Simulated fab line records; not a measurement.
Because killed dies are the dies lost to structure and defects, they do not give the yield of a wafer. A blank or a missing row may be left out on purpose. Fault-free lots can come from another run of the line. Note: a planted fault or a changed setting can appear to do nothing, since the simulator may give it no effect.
Struck lot and sound lot, side by side || flow sky130 || 14 out of 708 route steps
Sound: the wafers L550.1, L550.5, L550.6. Wafers struck: L559.1, L559.3, L559.4. At the end, the cause is stated.
Order at every step that has rows: each side's tool, ch and its chambers, its first start. Under that, the readings that differ: sound wafers || struck wafers || difference of the means || sigmas: that difference in standard deviations of wafers without a fault.
alike: same words and numbers on both sides, and readings whose means sit less than 2 such deviations apart. not compared: any withheld reading, any reading some wafer has no value for, any bound like >300 that may hide the same value, and any number with overlapping values for which the record gives no deviation.
The two part at a step that has a row with sigmas, a row that says differs or no value, or rows on one side only. Numbers that have no deviation but don't overlap get no sigmas and don't part them. A reading that every wafer of one side lacks parts them only if that side has two wafers or more.

SKY_POLY_GATE_THK_MEAS_01:
  sound on film_metro-03, day 16 11:53; struck on film_metro-01, day 19 17:27
  alike: POLY_GATE_CVD_00_THK
then, 8 steps without rows for these wafers: SKY_RES_PROTECT_DEHYDRATE_00 (time 60 s); SKY_RES_PROTECT_HMDS_01 (prime time 60 s); SKY_RES_PROTECT_COAT_02 (resist thk 1140 nm); SKY_RES_PROTECT_SOFTBAKE_03 (time 60 s); SKY_RES_PROTECT_EXPOSE_04 (exposes mask RPM, target cd 1270 nm); SKY_RES_PROTECT_PEB_05; SKY_RES_PROTECT_DEVELOP_06 (develop time 60 s); SKY_POLY_GATE_IMPLANT_02.
SKY_RES_PROTECT_STRIP_07: strips in O2/N2.
  sound on plasma_asher-01 ch 0,1, day 17 16:31; struck on plasma_asher-04 ch 0,1, day 20 23:31
  alike: drypump_motor_current_A, oes_product_au, strip_time_to_endpoint_s
  not compared: rf_hours_counter_h
SKY_RES_PROTECT_TW_MEAS_08:
  sound on film_metro-04, day 17 16:37; struck on film_metro-01, day 20 23:37
  alike: POLY_GATE_TW
then, 1 step without rows for these wafers: SKY_RES_PROTECT_CLEAN_09 (cleans in SC1/SC2, time 150 s).
SKY_POLY_GATE_CVD_03: deposits Si3N4 from DCS/NH3, target thk 75 nm, time 1290 s.
  sound on lpcvd-02 ch 1, day 17 16:43; struck on lpcvd-02 ch 0, day 21 00:08
  no value came back on the struck wafers for any of 5 readings (pressure_mtorr (mTorr), spike_tc_bottom_C (C) and others); on the sound wafers pressure_mtorr (mTorr) reads 250.9 249.8 250.2
SKY_PAD_OPEN_PROBE_99:
  sound wafers here have rows in the record (prober-02, day 47 11:46); struck ones have none

## WHERE THEY PART
Earliest at SKY_POLY_GATE_CVD_03; latest, in this record, at SKY_PAD_OPEN_PROBE_99.

WHY: what had been put in by the simulator
Beginning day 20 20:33, the whole step at SKY_POLY_GATE_CVD_03 was skipped on lpcvd-02. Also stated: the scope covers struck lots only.
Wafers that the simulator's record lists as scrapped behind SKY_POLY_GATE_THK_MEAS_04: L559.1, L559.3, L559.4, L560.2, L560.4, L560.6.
